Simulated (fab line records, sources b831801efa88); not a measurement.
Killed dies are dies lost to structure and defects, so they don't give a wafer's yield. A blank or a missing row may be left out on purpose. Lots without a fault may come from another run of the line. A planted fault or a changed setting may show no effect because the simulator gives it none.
A struck lot beside a sound one | flow sky130 | 34 steps out of a route of 708
Sound: wafers L835.3, L835.4, L835.6. Struck: wafers L821.1, L821.2, L821.4. The cause comes at the end.
At each step with rows: each side's tool, then ch and its chambers, then its first start. Under that, the readings that differ: sound wafers | struck wafers | difference of the means | sigmas: that difference in standard deviations of wafers without a fault.
alike: readings whose means differ by less than 2 such deviations, and words and numbers that are the same on both sides. not compared: withheld readings, readings that some wafer has no value for, bounds like >300 that may hide the same value, and numbers for which the record gives no deviation and whose values overlap.
The two part at a step that has a row with sigmas, a row that says differs or no value, or rows on one side only. Numbers that don't overlap but have no deviation are shown without sigmas and don't part them. A reading that every wafer of one side lacks parts them only if that side has two wafers or more.

first, 7 steps without rows for these wafers: SKY_SONOS_TUNNEL_DEVELOP_06 (develop time 60 s); SKY_SONOS_TUNNEL_IMPLANT_09; SKY_SONOS_TUNNEL_WET_ETCH_10 (etches SiO2 in dHF, target depth 14 nm, time 280 s); SKY_SONOS_TUNNEL_STRIP_11 (strips in SPM, time 600 s); SKY_SONOS_TUNNEL_CLEAN_13 (cleans in dHF, time 20 s); SKY_SONOS_ONO_OXIDATION_00 (stabilise 600 s, purge 300 s, target thk 2.6 nm); SKY_SONOS_ONO_CVD_02 (deposits Si3N4 from DCS/NH3, target thk 10.5 nm, time 180 s).
SKY_SONOS_ONO_CVD_04: deposits SiO2 from SiH4/N2O, target thk 5.7199 nm.
  sound on lpcvd-03 ch 0, day 19 00:20; struck on lpcvd-03 ch 1, day 14 05:35
  reading                                    | sound             | struck            | difference | sigmas
  spike_tc_bottom_C (C)                      | 918.8 917.6 918.3 | 928.3 928.5 927.1 | +9.7       | +9
  spike_tc_centre_C (C)                      | 900.0 902.3 902.4 | 911.7 912.3 910.8 | +10.0      | +10
  spike_tc_lower_C (C)                       | 899.8 898.3 898.8 | 907.4 907.8 908.0 | +8.8       | +7
  spike_tc_top_C (C)                         | 911.9 911.2 912.5 | 921.9 920.1 922.2 | +9.5       | +10
  spike_tc_upper_C (C)                       | 898.0 900.0 897.8 | 909.1 912.8 910.4 | +12.2      | +10
  susceptor_temp_C (C)                       | 900.1 900.5 900.1 | 909.7 910.1 910.0 | +9.7       | +24
  model.SiO2_of_SONOS_ONO_CVD_04.thk_nm (nm) | 5.709 5.834 5.758 | 6.609 6.589 6.643 | +0.847     |
SKY_SONOS_ONO_THK_MEAS_05:
  sound on film_metro-01, day 19 01:36; struck on film_metro-03, day 14 06:50
  reading                   | sound          | struck         | difference | sigmas
  SONOS_ONO_CVD_04_THK (nm) | 5.68 5.77 5.78 | 6.61 6.61 6.65 | +0.88      | +9
then, 23 steps without rows for these wafers: SKY_SONOS_ONO_DEHYDRATE_06 (time 60 s); SKY_SONOS_ONO_HMDS_07 (prime time 60 s); SKY_SONOS_ONO_COAT_08 (resist thk 1140 nm); SKY_SONOS_ONO_SOFTBAKE_09 (time 60 s); SKY_SONOS_ONO_EXPOSE_10 (exposes mask ONOM, target cd 410 nm); SKY_SONOS_ONO_PEB_11; SKY_SONOS_ONO_DEVELOP_12 (develop time 60 s); SKY_SONOS_ONO_ETCH_15 (etches the open film in CHF3/O2, target depth 19.52 nm, time 7.8 s); SKY_SONOS_ONO_WET_ETCH_16 (etches SiO2 in dHF, target depth 14 nm, time 280 s); SKY_SONOS_ONO_STRIP_17 (strips in O2/N2); SKY_SONOS_ONO_WET_ETCH_18 (etches Si3N4 in H3PO4, target depth 15 nm, time 172 s); SKY_GATE_OXIDE_CLEAN_00 (cleans in SC1/SC2, time 150 s); SKY_GATE_OXIDE_OXIDATION_01 (stabilise 600 s, purge 300 s, target thk 10.268 nm); SKY_GATE_OXIDE_DEHYDRATE_03 (time 60 s); SKY_GATE_OXIDE_HMDS_04 (prime time 60 s); SKY_GATE_OXIDE_COAT_05 (resist thk 1140 nm); SKY_GATE_OXIDE_SOFTBAKE_06 (time 60 s); SKY_GATE_OXIDE_EXPOSE_07 (exposes mask LVOM, target cd 600 nm); SKY_GATE_OXIDE_PEB_08; SKY_GATE_OXIDE_DEVELOP_09 (develop time 60 s); SKY_GATE_OXIDE_IMPLANT_11; SKY_GATE_OXIDE_WET_ETCH_12 (etches SiO2 in dHF, target depth 16.8 nm, time 336 s); SKY_GATE_OXIDE_STRIP_13 (strips in O2/N2).
-- the record jumps here: 2 days lie between the struck wafers' starts before and after --
SKY_GATE_OXIDE_CLEAN_15: cleans in SC1/SC2, time 150 s.
  sound on wet_bench-03 ch 3, day 21 16:21; struck on wet_bench-01 ch 2, day 16 18:40
  reading                                    | sound             | struck            | difference | sigmas
  model.SiO2_of_SONOS_ONO_CVD_04.thk_nm (nm) | 4.178 4.308 4.228 | 5.095 5.077 5.134 | +0.864     |
-- the record jumps here: 31 days lie between the struck wafers' starts before and after (it left off in module GATE_OXIDE and takes up again in module PAD_OPEN, whose first step shown is number 708 of the route) --
SKY_PAD_OPEN_PROBE_99:
  sound on prober-02, day 50 17:02; struck on prober-01, day 47 20:47
  reading                                     | sound                | struck               | difference | sigmas
  killed_at_other                             | 0 1 3                | 0 0 0                | -1         | -3
  model.etest.sonos_erased.drive_ua_um        | 194.5 195.3 174.2    | 123.5 146.7 115.5    | -59.4      |
  model.etest.sonos_uncharged.r_on_ohm_um     | 811.4 802.6 809.1    | 830.9 830.9 850.9    | +29.9      |
  model.etest.cap_ono.gate_log10_a_cm2        | -7.887 -8.038 -7.858 | -9.201 -9.122 -9.199 | -1.246     |
  model.etest.sonos_programmed.off_log10_a_um | -14.06 -13.93 -13.89 | -12.45 -12.43 -12.74 | +1.42      |
  model.etest.cap_ono.gate_bv_v (V)           | 16.78 16.16 16.58    | 17.33 17.06 17.91    | +0.93      |
  model.etest.cap_ono.tox_acc_nm (nm)         | 12.82 12.91 12.86    | 13.87 13.85 13.91    | +1.01      |
  model.etest.sonos_programmed.vt_v (V)       | 1.575 1.466 1.548    | 0.8984 0.8886 0.8988 | -0.6344    |
  model.etest.sonos_erased.vt_v (V)           | -2.336 -2.28 -2.273  | -1.736 -1.812 -1.738 | +0.534     |
  alike: killed_at_M0_to_M3, killed_at_M4_up, killed_at_contacts, killed_at_front_end, killed_dies, killed_open, killed_short

WHERE THEY PART
First at SKY_SONOS_ONO_CVD_04; last, within this record, at SKY_PAD_OPEN_PROBE_99.

WHY: what the simulator had put in
Process parameter drift: lpcvd-03, from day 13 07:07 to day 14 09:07, at SKY_SONOS_ONO_CVD_04. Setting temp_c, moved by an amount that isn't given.
